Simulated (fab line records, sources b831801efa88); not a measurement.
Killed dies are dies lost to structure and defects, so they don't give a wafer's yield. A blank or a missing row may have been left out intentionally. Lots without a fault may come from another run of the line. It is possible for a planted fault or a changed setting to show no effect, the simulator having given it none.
Which tool was responsible?	flow sky130	7 lots, 21 wafers sampled, at 3 steps of a route of 708

== WHAT THE GAUGES READ, wafer by wafer ==
SKY_SD_P_CD_MEAS_07: target cd 380 nm.
lot	measured	on	cd-nm (nm)
L536	day 26 04:25	cd-sem-01	377.6 378.5 377.0
L539	day 27 09:46	cd-sem-01	384.5 379.9 382.2
L543	day 28 23:12	cd-sem-02	379.9 381.6 380.9
L545	day 29 16:12	cd-sem-01	379.0 378.4 376.8
L548	day 30 11:35	cd-sem-02	379.0 380.6 380.5
L554	day 32 08:05	cd-sem-02	383.6 382.4 383.3
L556	day 32 23:35	cd-sem-02	376.1 376.1 374.7

== WHICH TOOL RAN EACH LOT (tool, then ch and the chambers of the sampled wafers, then the start) ==
lot	SKY_VT_ADJUST_HVTP_DEVELOP_06	SKY_SPACER_ETCHBACK_02
L536	litho-track-03 ch 0, day 6 12:10	rie-diel-04 ch 1,2,3, day 23 17:53
L539	litho-track-04 ch 0, day 7 10:18	rie-diel-01 ch 1,2, day 24 23:29
L543	litho-track-03, day 8 12:34	rie-diel-03 ch 0,2,3, day 26 12:42
L545	litho-track-04, day 9 06:03	rie-diel-04 ch 0,1,2, day 27 07:51
L548	litho-track-04 ch 0, day 9 12:42	rie-diel-01 ch 2,3, day 28 02:29
L554	litho-track-02 ch 0, day 11 10:56	rie-diel-01 ch 1,2,3, day 30 00:21
L556	litho-track-03 ch 0, day 11 19:25	rie-diel-01 ch 1,2, day 30 15:32
- SKY_VT_ADJUST_HVTP_DEVELOP_06: develop time 60 s.
- SKY_SPACER_ETCHBACK_02: etches Si3N4 in CH3F/O2, stops on SiO2, time 46.7 s, target depth 45 nm.

== THE ANSWER, worked out from the rows above alone ==
Rule: the usual values come from the lots themselves. The widest of any qualifying gaps counts: lots, ordered by their means at a reading, are off when they make up no more than a third of the lots, leave a main group of 4 or more, and stand apart from it by 3 or more times the standard deviation of that group's means. The tables above print the reading to a certain number of digits; a main group whose means all agree to those digits is not used. Also off: a lot with no number at a reading for which 4 or more lots have one. All remaining lots with rows at the step are treated as sound.
None of the lots is off at any reading shown; this tells nothing.

== WHAT WAS PUT IN BY THE SIMULATOR ==
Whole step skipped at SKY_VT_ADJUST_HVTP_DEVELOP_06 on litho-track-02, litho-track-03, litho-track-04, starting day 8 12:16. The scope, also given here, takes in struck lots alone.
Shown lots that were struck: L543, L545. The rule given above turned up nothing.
